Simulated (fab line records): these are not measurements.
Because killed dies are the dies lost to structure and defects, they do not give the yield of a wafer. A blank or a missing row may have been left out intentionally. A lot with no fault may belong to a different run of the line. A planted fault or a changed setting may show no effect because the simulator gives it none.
Which of the tools did it?    flow sky130    13 lots with 39 wafers sampled at 5 steps, on a route of 708 steps

WHAT THE GAUGES SHOWED, per wafer
Not one reading of a measure or inspect step in the record can be checked against a usual standard deviation.

WHICH TOOL RAN EACH LOT (tool, then ch and the chambers of the sampled wafers, then the start)
lot   SKY_CAPM_STRIP_15                SKY_METAL5_SPUTTER_04         SKY_METAL5_DESCUM_14               SKY_PASSIVATION_CVD_02           SKY_PAD_OPEN_PROBE_99
L496  wet-bench-04 ch 1, day 37 20:53  pvd-sputter-03, day 43 05:31  rie-metal-01 ch 0,1, day 44 04:40  pecvd-01 ch 0,1, day 44 05:38    -
L499  wet-bench-03 ch 3, day 38 14:23  pvd-sputter-03, day 43 23:10  rie-metal-04 ch 0,1, day 44 21:36  pecvd-03 ch 0,1,2, day 44 22:34  -
L501  wet-bench-02 ch 1, day 39 06:10  pvd-sputter-03, day 44 13:13  rie-metal-01 ch 0,1, day 45 10:55  pecvd-02 ch 0,2, day 45 11:54    -
L502  wet-bench-03 ch 0, day 39 06:28  pvd-sputter-01, day 44 13:31  rie-metal-02 ch 0,1, day 45 11:31  pecvd-03 ch 0,1,2, day 45 12:28  prober-01, day 47 08:01
L503  wet-bench-02 ch 0, day 39 16:25  pvd-sputter-04, day 44 22:53  rie-metal-04 ch 0,1, day 45 20:51  pecvd-01 ch 0,1, day 45 21:51    prober-02, day 47 17:47
L504  wet-bench-03 ch 3, day 39 23:41  pvd-sputter-01, day 45 05:07  rie-metal-04 ch 0,1, day 46 03:16  pecvd-03 ch 0,1,2, day 46 04:14  -
L505  wet-bench-03 ch 0, day 40 08:17  pvd-sputter-04, day 45 12:44  rie-metal-04 ch 0,1, day 46 10:28  pecvd-02 ch 0,1,2, day 46 11:25  -
L506  wet-bench-02 ch 1, day 40 13:31  pvd-sputter-03, day 45 19:29  rie-metal-02 ch 0,1, day 46 17:14  pecvd-02 ch 0,2, day 46 18:33    prober-02, day 48 11:56
L507  wet-bench-03 ch 3, day 40 18:49  pvd-sputter-03, day 45 22:59  rie-metal-01 ch 0,1, day 46 20:06  pecvd-01 ch 0,1,2, day 46 21:13  prober-01, day 48 14:24
L508  wet-bench-02 ch 2, day 41 00:31  pvd-sputter-03, day 46 04:45  rie-metal-04 ch 0,1, day 47 01:01  pecvd-01 ch 0,1,2, day 47 02:02  prober-02, day 48 18:52
L509  wet-bench-04 ch 1, day 42 17:26  pvd-sputter-01, day 47 15:08  rie-metal-02 ch 0,1, day 48 10:10  pecvd-03 ch 1,2, day 48 11:17    prober-02, day 50 01:40
L512  wet-bench-03 ch 0, day 42 18:19  pvd-sputter-03, day 47 17:43  rie-metal-04 ch 0,1, day 48 12:30  pecvd-03 ch 0,1, day 48 13:29    prober-02, day 50 04:14
L519  wet-bench-03 ch 3, day 44 08:37  pvd-sputter-01, day 48 21:26  rie-metal-04 ch 0,1, day 49 15:39  pecvd-01 ch 1,2, day 49 16:36    prober-02, day 51 03:44
- SKY_CAPM_STRIP_15: strips in post etch residue remover, time 1200 s.
- SKY_METAL5_SPUTTER_04: material TiN, target thk 70 nm, time 58.3 s.
- SKY_METAL5_DESCUM_14: chemistry O2, time 11 s.
- SKY_PASSIVATION_CVD_02: deposits Si3N4, target thk 540 nm.
- SKY_PAD_OPEN_PROBE_99

AS READ BY THE TOOLS THEMSELVES (means over the sampled wafers that have a number; for cases with no such wafer, the mark the record gives instead)
SKY_METAL5_SPUTTER_04. Usual: 29.1 % for throttle-valve-pct, sd 0.54.
lot   tool            throttle-valve-pct (%)  flag
L496  pvd-sputter-03  29.1                    
L499  pvd-sputter-03  29.3                    
L501  pvd-sputter-03  29.2                    
L502  pvd-sputter-01  29.1                    
L503  pvd-sputter-04  29.1                    
L504  pvd-sputter-01  28.8                    
L505  pvd-sputter-04  29.6                    
L506  pvd-sputter-03  29.2                    
L507  pvd-sputter-03  29.0                    
L508  pvd-sputter-03  29.0                    
L509  pvd-sputter-01  29.0                    
L512  pvd-sputter-03  28.8                    
L519  pvd-sputter-01  29.3                    

SKY_METAL5_DESCUM_14. Usual: drypump-motor-current-A 5.41 A, standard deviation 0.29; oes-product-au 0.991 a.u., standard deviation 0.0097; rf-fwd-power-W 147.3 W, standard deviation 0.76.
lot   tool          drypump-motor-current-A (A)  oes-product-au (a.u.)  rf-fwd-power-W (W)  flag
L496  rie-metal-01  5.11                         0.998                  146.7               
L499  rie-metal-04  5.33                         1.001                  146.6               
L501  rie-metal-01  5.35                         1.012                  147.6               
L502  rie-metal-02  5.66                         0.986                  147.8               
L503  rie-metal-04  5.32                         0.993                  147.0               
L504  rie-metal-04  5.32                         0.997                  147.0               
L505  rie-metal-04  5.34                         0.992                  147.3               
L506  rie-metal-02  5.66                         0.992                  147.4               
L507  rie-metal-01  5.10                         0.995                  146.8               
L508  rie-metal-04  5.31                         0.993                  147.3               
L509  rie-metal-02  5.65                         0.986                  147.0               
L512  rie-metal-04  5.34                         0.984                  146.5               
L519  rie-metal-04  5.33                         0.990                  146.9               

SKY_PASSIVATION_CVD_02. Usual: heater-power-w 734 W, standard deviation 110; rf-fwd-power-W 449.3 W, standard deviation 1.4.
lot   tool      heater-power-w (W)  rf-fwd-power-W (W)  flag
L496  pecvd-01  698                 449.9               
L499  pecvd-03  743                 449.0               
L501  pecvd-02  720                 448.5               
L502  pecvd-03  688                 449.4               
L503  pecvd-01  618                 448.7               
L504  pecvd-03  746                 448.5               
L505  pecvd-02  732                 448.8               
L506  pecvd-02  794                 450.6               
L507  pecvd-01  772                 449.9               
L508  pecvd-01  787                 449.6               
L509  pecvd-03  675                 447.7               
L512  pecvd-03  680                 449.9               
L519  pecvd-01  799                 450.1               

SKY_PAD_OPEN_PROBE_99. Usual: defect-limited-yield 82.4 %, standard deviation 1.9; killed_at_M0_to_M3 44, standard deviation 6.5; killed_at_M4_up 2.9, standard deviation 1.7; killed-at-contacts 24, standard deviation 5.7; killed-at-front-end 16, standard deviation 4.4; killed-at-other 0.2, standard deviation 0.48; killed-dies 87, standard deviation 9.6; killed-open 48, standard deviation 6.7; killed-short 38, standard deviation 6.2; sort_bin_3_pad_short 0.8 %, standard deviation 0.39; sort_bin_5_function 10.5 %, standard deviation 1.6; sort_bin_6_memory 6.4 %, standard deviation 1; sort-n-pass 405, standard deviation 9.5; sort-yield-pct 82.3 %, standard deviation 1.9.
lot   tool       defect-limited-yield (%)  killed_at_M0_to_M3  killed_at_M4_up  killed-at-contacts  killed-at-front-end  killed-at-other  killed-dies  killed-open  killed-short  sort_bin_3_pad_short (%)  sort_bin_5_function (%)  sort_bin_6_memory (%)  sort-n-pass  sort-yield-pct (%)  flag
L502  prober-01  80.1                      51                  2.0              31                  14                   0.0              98           57           41            0.9                       12.6                     6.4                    394          80.1                
L503  prober-02  82.9                      44                  2.0              23                  15                   0.3              84           47           37            0.6                       10.7                     5.8                    408          82.9                
L506  prober-02  82.7                      40                  1.7              29                  15                   0.0              85           51           33            0.9                       9.7                      6.6                    407          82.7                
L507  prober-01  84.0                      43                  2.3              24                  9                    0.0              79           43           36            0.6                       8.5                      6.9                    413          84.0                
L508  prober-02  81.8                      47                  4.5              27                  11                   0.0              90           50           38            0.7                       11.0                     6.5                    402          81.8                
L509  prober-02  81.2                      47                  3.3              19                  22                   0.3              92           51           40            1.1                       10.8                     6.9                    400          81.2                
L512  prober-02  81.2                      44                  4.0              26                  18                   0.3              92           49           44            1.1                       10.3                     7.3                    400          81.2                
L519  prober-02  74.5                      50                  3.7              20                  15                   37.3             125          48           40            2.1                       16.0                     7.4                    367          74.5                OFF

THE ANSWER, worked out from the rows above alone
Rule: lot off if the mean of its wafers having a number is beyond 3 standard deviations from the usual mean. A lot without any number at a reading at which 4 lots or more have one is off too. All remaining lots with rows at the step are treated as sound. After the gauges, taken in route order, come the tools' own readings; for these a lot's mean is taken, as printed above. The first step at which some lot is off is used, and at that step the reading that is off furthest; a lot without a number counts as furthest.
Off, at SKY_PAD_OPEN_PROBE_99 on killed-at-other: L519. Neither off nor sound, because the step has no rows for them: L496, L499, L501, L504, L505.
If a tool, at that step or one of the process steps before it, ran each lot that is off and ran no sound lot following the first of them, it fits. Can't be told from this: 5 tools fit, wet-bench-03 at SKY_CAPM_STRIP_15, pvd-sputter-01 at SKY_METAL5_SPUTTER_04, rie-metal-04 at SKY_METAL5_DESCUM_14, pecvd-01 at SKY_PASSIVATION_CVD_02, prober-02 at SKY_PAD_OPEN_PROBE_99.

WHAT HAD BEEN PUT IN BY THE SIMULATOR
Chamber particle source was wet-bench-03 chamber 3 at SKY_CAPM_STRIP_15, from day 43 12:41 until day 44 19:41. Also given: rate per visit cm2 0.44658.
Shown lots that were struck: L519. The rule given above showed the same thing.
